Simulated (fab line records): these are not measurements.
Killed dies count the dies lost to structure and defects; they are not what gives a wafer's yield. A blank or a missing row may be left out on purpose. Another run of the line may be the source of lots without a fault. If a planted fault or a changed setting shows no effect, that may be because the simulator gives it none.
Which tool is to blame?	flow gf180mcu	14 lots, 42 wafers sampled, at 1 step of a route of 602

WHAT THE GAUGES SHOWED, per wafer
GF_V3_OVL_MEAS_15. Usual: V3_OVL typically reads -3 nm, with standard deviation 5.1.
lot	measured	on	V3_OVL (nm)	flag
L318	day 21 23:37	overlay-01	-2 -2 -5	
L319	day 22 05:58	overlay-01	0 -7 -6	
L322	day 23 18:55	overlay-01	-6 0 -2	
L324	day 24 10:31	overlay-01	-2 -7 -6	
L327	day 26 05:31	overlay-02	-5 -5 -6	
L329	day 26 06:17	overlay-01	-8 -4 -7	
L330	day 27 01:46	overlay-02	-1 -2 -2	
L331	day 27 02:13	overlay-01	-8 -5 -4	
L332	day 27 10:56	overlay-01	7 2 0	
L333	day 27 14:13	overlay-02	-2 3 -3	
L335	day 28 06:34	overlay-01	-3 6 1	
L337	day 28 15:14	overlay-01	-2 -1 -1	
L339	day 29 09:55	overlay-01	-5 -2 -8	
L340	day 29 13:16	overlay-01	3 -1 6	

WHICH TOOL RAN EACH LOT (tool, then ch and the chambers of the sampled wafers, then the start)
Before these readings, the record contains no process step.

AS READ BY THE TOOLS THEMSELVES (means over the sampled wafers that have a number; for cases with no such wafer, the mark the record gives instead)
The record holds no such reading with a usual standard deviation.

THE ANSWER, worked out from the rows above alone
Rule: a lot is off if the mean of its wafers that have a number lies more than 3 standard deviations from the usual mean. A lot without any number at a reading at which 4 lots or more have one is off too. The other lots that the step has rows for count as sound. First the gauges in route order, then the tools' own readings, where a lot's mean is used as printed above. The first step at which some lot is off is used, and at that step the reading that is off furthest; a lot without a number counts as furthest.
Nothing can be told from this: no lot is off at any reading shown.

WHAT WAS PUT IN BY THE SIMULATOR
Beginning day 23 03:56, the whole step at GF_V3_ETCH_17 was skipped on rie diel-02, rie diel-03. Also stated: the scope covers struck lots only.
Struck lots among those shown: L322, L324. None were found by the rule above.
